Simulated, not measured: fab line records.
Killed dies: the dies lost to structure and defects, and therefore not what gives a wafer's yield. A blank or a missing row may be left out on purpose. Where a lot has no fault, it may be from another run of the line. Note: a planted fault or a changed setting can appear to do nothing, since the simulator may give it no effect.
Chamber matching | flow gf180mcu | 4 sister chambers for GF_POLY_GATE_ETCH_13 on rie-si-02
The step etches poly-Si in HBr/Cl2, stops on SiO2, target depth 198.5 nm, time 69.6 s. 14 wafers are shown with their chamber, then 7 later ones without.

WAFERS WITH THEIR CHAMBER
wafer  | chamber | drypump-motor-current-A (A) | throttle-valve-pct (%) | bias-w (W)
L690.1 | 3       | 5.3                         | 33.674                 | 100.3
L690.2 | 0       | 6.2                         | 33.694                 | 99.9
L690.4 | 2       | 5.3                         | 33.688                 | 100.1
L691.1 | 0       | 6.1                         | 33.679                 | 99.9
L691.2 | 1       | 6.0                         | 33.667                 | 100.4
L691.3 | 3       | 5.3                         | 33.663                 | 99.3
L694.3 | 2       | 5.3                         | 33.687                 | 100.0
L694.5 | 3       | 5.3                         | 33.667                 | 100.3
L694.6 | 0       | 6.1                         | 33.681                 | 99.2
L699.1 | 2       | 5.3                         | 33.693                 | 100.2
L699.2 | 0       | 6.1                         | 33.701                 | 100.1
L699.5 | 1       | 6.0                         | 33.675                 | 100.5
L701.3 | 3       | 5.3                         | 33.695                 | 99.4
L701.5 | 0       | 6.1                         | 33.698                 | 99.6

SIGNATURES, as means of the wafers listed above
reading                 | chamber 0 | chamber 1 | chamber 2 | chamber 3 | scatter within a chamber
drypump-motor-current-A | 6.120     | 6.000     | 5.300     | 5.300     | 0.0283
throttle-valve-pct      | 33.69060  | 33.67100  | 33.68933  | 33.67475  | 0.0103
bias-w                  | 99.740    | 100.450   | 100.100   | 99.825    | 0.377
Rule: for a wafer and a chamber, the distance is found by dividing, reading by reading, the gap between the wafer's reading and the chamber's mean by the reading's scatter, squaring, summing and taking the root. If the next closest chamber is less than 2 further off than the closest, the wafer can't be placed; otherwise it belongs to the closest. How the scatter is found: for the shown wafers, subtract from each reading the mean of its chamber, square and add these, divide the total by (wafers less chambers), then take the root.

WAFERS MISSING THEIR CHAMBER
wafer  | drypump-motor-current-A (A) | throttle-valve-pct (%) | bias-w (W)
L701.6 | 6.0                         | 33.668                 | 100.1
L703.2 | 5.3                         | 33.667                 | 100.3
L703.3 | 6.0                         | 33.696                 | 99.8
L703.4 | 6.2                         | 33.685                 | 99.8
L705.1 | 5.3                         | 33.684                 | 100.1
L705.2 | 6.1                         | 33.694                 | 99.3
L705.5 | 5.3                         | 33.682                 | 99.3

EACH ONE'S CHAMBER
wafer  | from the rows above     | in truth
L701.6 | 1                       | 1
L703.2 | can't be placed: 3 or 2 | 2
L703.3 | can't be placed: 1 or 0 | 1
L703.4 | 0                       | 0
L705.1 | can't be placed: 2 or 3 | 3
L705.2 | 0                       | 0
L705.5 | can't be placed: 3 or 2 | 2
Correctly placed: 3 of 7. Cannot be placed on the basis of these rows: 4; the candidates contain the true chamber in 4. Number placed wrongly: 0.
